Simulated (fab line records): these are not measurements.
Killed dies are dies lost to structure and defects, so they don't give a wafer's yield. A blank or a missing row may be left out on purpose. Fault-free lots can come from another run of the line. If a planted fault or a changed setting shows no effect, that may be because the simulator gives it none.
Which tool did it? | flow gf180mcu | 36 wafers from 12 lots sampled at 6 of the route's 602 steps

## WHAT THE GAUGES SHOWED, per wafer
GF_CONTACT_THK_MEAS_03. Usual: for CONTACT_CVD_02_THK the level is 862 nm and the standard deviation is 10.
lot  | measured     | on            | CONTACT_CVD_02_THK (nm) | flag
L384 | day 15 05:58 | film metro-03 | 864 858 878             |
L385 | day 15 13:56 | film metro-04 | 861 870 882             |
L387 | day 15 23:27 | film metro-04 | 859 861 854             |
L391 | day 17 08:43 | film metro-04 | 864 859 874             |
L392 | day 17 23:40 | film metro-03 | 864 878 862             |
L393 | day 18 16:35 | film metro-04 | 873 873 866             |
L401 | day 21 05:46 | film metro-01 | 854 872 879             |
L400 | day 21 08:29 | film metro-04 | 867 877 872             |
L404 | day 22 13:54 | film metro-03 | 853 861 863             |
L405 | day 22 22:08 | film metro-03 | 857 853 859             |
L406 | day 23 07:10 | film metro-04 | 867 849 881             |
L407 | day 23 16:31 | film metro-01 | 849 842 861             |

GF_CONTACT_RS_MEAS_25: measurement is done with a four-point probe. Usual: for CONTACT_W_RS the level is 0.384 ohm/sq and the standard deviation is 0.0054.
lot  | measured     | on            | CONTACT_W_RS (ohm/sq)               | flag
L384 | day 16 03:52 | film metro-04 | 0.388 0.392 0.389                   |
L385 | day 16 12:10 | film metro-01 | 0.390 0.383 0.386                   |
L387 | day 16 22:19 | film metro-01 | 0.380 0.380 0.384                   |
L391 | day 18 09:28 | film metro-03 | 0.377 0.382 0.386                   |
L392 | day 19 00:37 | film metro-01 | 0.391 0.398 0.408 0.391 0.397 0.409 |
L393 | day 19 18:47 | film metro-04 | 0.403 0.379 0.417 0.403 0.378 0.417 |
L401 | day 22 06:50 | film metro-04 | 0.379 0.383 0.377                   |
L400 | day 22 09:58 | film metro-01 | 0.387 0.387 0.377                   |
L404 | day 23 14:07 | film metro-04 | 0.385 0.387 0.385                   |
L405 | day 23 21:38 | film metro-04 | 0.390 0.386 0.384                   |
L406 | day 24 07:21 | film metro-03 | 0.379 0.390 0.379                   |
L407 | day 24 15:25 | film metro-03 | 0.389 0.378 0.391                   |

GF_CONTACT_THK_MEAS_26: measures by xrf. Usual: for CONTACT_W_THK the level is 295 nm and the standard deviation is 4.9.
lot  | measured     | on            | CONTACT_W_THK (nm)      | flag
L384 | day 16 03:59 | film metro-04 | 293 289 290             |
L385 | day 16 12:17 | film metro-01 | 290 296 295             |
L387 | day 16 22:26 | film metro-01 | 298 300 296             |
L391 | day 18 09:34 | film metro-03 | 298 294 292             |
L392 | day 19 03:25 | film metro-01 | 295 290 282 295 289 282 |
L393 | day 19 21:15 | film metro-04 | 281 298 271 282 298 273 |
L401 | day 22 06:56 | film metro-04 | 302 298 302             |
L400 | day 22 10:03 | film metro-01 | 296 295 302             |
L404 | day 23 14:14 | film metro-04 | 298 295 297             |
L405 | day 23 21:45 | film metro-04 | 294 298 299             |
L406 | day 24 07:28 | film metro-03 | 297 288 298             |
L407 | day 24 15:32 | film metro-03 | 291 297 287             |

## WHICH TOOL RAN EACH LOT (tool, then ch and the chambers of the sampled wafers, then the start)
lot  | GF_SALICIDE_RTA_08               | GF_CONTACT_CVD_02               | GF_CONTACT_CVD_24
L384 | rtp anneal-02 ch 0, day 15 05:41 | pecvd-02 ch 1,2, day 15 05:53   | cvd w-01 ch 0,1, day 16 03:46
L385 | rtp anneal-01 ch 0, day 15 13:40 | pecvd-02 ch 1,2, day 15 13:52   | cvd w-02 ch 0, day 16 12:04
L387 | rtp anneal-01 ch 0, day 15 23:11 | pecvd-04 ch 1,2, day 15 23:23   | cvd w-02 ch 0,1, day 16 22:13
L391 | rtp anneal-02 ch 0, day 17 08:28 | pecvd-02 ch 0,1,2, day 17 08:40 | cvd w-01 ch 0,1, day 18 09:21
L392 | rtp anneal-02 ch 0, day 17 23:23 | pecvd-03 ch 0,1,2, day 17 23:35 | cvd w-01 ch 0,1, day 19 00:31
L393 | rtp anneal-01 ch 0, day 18 16:20 | pecvd-02 ch 0,1,2, day 18 16:31 | cvd w-01 ch 0,1, day 19 18:40
L401 | rtp anneal-01 ch 0, day 21 05:30 | pecvd-03 ch 0,1, day 21 05:40   | cvd w-02 ch 0,1, day 22 06:43
L400 | rtp anneal-02 ch 0, day 21 08:14 | pecvd-02 ch 0,1,2, day 21 08:25 | cvd w-02 ch 0,1, day 22 09:50
L404 | rtp anneal-01 ch 0, day 22 13:38 | pecvd-03 ch 0,1,2, day 22 13:50 | cvd w-02 ch 0, day 23 14:01
L405 | rtp anneal-01 ch 0, day 22 21:52 | pecvd-03 ch 0,2, day 22 22:04   | cvd w-01 ch 0,1, day 23 21:32
L406 | rtp anneal-02 ch 0, day 23 06:54 | pecvd-02 ch 0,1,2, day 23 07:05 | cvd w-01 ch 0,1, day 24 07:14
L407 | rtp anneal-02 ch 0, day 23 16:14 | pecvd-04 ch 1,2, day 23 16:26   | cvd w-01 ch 0,1, day 24 15:19
- GF_SALICIDE_RTA_08: time 30 s.
- GF_CONTACT_CVD_02: deposits SiO2 from TEOS, target thk 860 nm, time 95.992 s.
- GF_CONTACT_CVD_24: deposits W, target thk 300 nm, time 90.339 s.

## WHAT THE TOOLS THEMSELVES READ (means of the sampled wafers that have a number; where no wafer has one, the mark that the record gives instead)
GF_SALICIDE_RTA_08. Usual: lamp power pct 19.8 %, standard deviation 1.8; wafer_temp_C_max 802.5, standard deviation 0.59.
lot  | tool          | lamp power pct (%) | wafer_temp_C_max | flag
L384 | rtp anneal-02 | 21.3               | 802.8            |
L385 | rtp anneal-01 | 17.6               | 803.3            |
L387 | rtp anneal-01 | 17.6               | 801.8            |
L391 | rtp anneal-02 | 21.3               | 802.6            |
L392 | rtp anneal-02 | 21.3               | 801.9            |
L393 | rtp anneal-01 | 17.6               | 803.2            |
L401 | rtp anneal-01 | 17.6               | 802.2            |
L400 | rtp anneal-02 | 21.3               | 802.6            |
L404 | rtp anneal-01 | 17.6               | 802.7            |
L405 | rtp anneal-01 | 17.6               | 803.1            |
L406 | rtp anneal-02 | 21.3               | 802.3            |
L407 | rtp anneal-02 | 21.3               | 802.1            |

GF_CONTACT_CVD_02. Usual: 654 W for heater power w, sd 83.
lot  | tool     | heater power w (W) | flag
L384 | pecvd-02 | 735                |
L385 | pecvd-02 | 723                |
L387 | pecvd-04 | 662                |
L391 | pecvd-02 | 699                |
L392 | pecvd-03 | 557                |
L393 | pecvd-02 | 608                |
L401 | pecvd-03 | 527                |
L400 | pecvd-02 | 735                |
L404 | pecvd-03 | 579                |
L405 | pecvd-03 | 554                |
L406 | pecvd-02 | 725                |
L407 | pecvd-04 | 664                |

GF_CONTACT_CVD_24. Usual: 832 W for heater power w, sd 120.
lot  | tool     | heater power w (W) | flag
L384 | cvd w-01 | 985                |
L385 | cvd w-02 | 760                |
L387 | cvd w-02 | 771                |
L391 | cvd w-01 | 812                |
L392 | cvd w-01 | 935                |
L393 | cvd w-01 | 813                |
L401 | cvd w-02 | 798                |
L400 | cvd w-02 | 773                |
L404 | cvd w-02 | 769                |
L405 | cvd w-01 | 841                |
L406 | cvd w-01 | 832                |
L407 | cvd w-01 | 920                |

## THE ANSWER, worked out from the rows above alone
Rule: lot off if the mean of its wafers having a number is beyond 3 standard deviations from the usual mean. Also off: a lot with no number at a reading for which 4 or more lots have one. Any other lot the step has rows for is counted as sound. Order of review: gauges by route order, followed by the tools' own readings, for which a lot's mean as printed above is used. The first step at which some lot is off is used, and at that step the reading that is off furthest; a lot without a number counts as furthest.
None of the lots is off at any reading shown; this tells nothing.

## WHAT WAS PUT IN BY THE SIMULATOR
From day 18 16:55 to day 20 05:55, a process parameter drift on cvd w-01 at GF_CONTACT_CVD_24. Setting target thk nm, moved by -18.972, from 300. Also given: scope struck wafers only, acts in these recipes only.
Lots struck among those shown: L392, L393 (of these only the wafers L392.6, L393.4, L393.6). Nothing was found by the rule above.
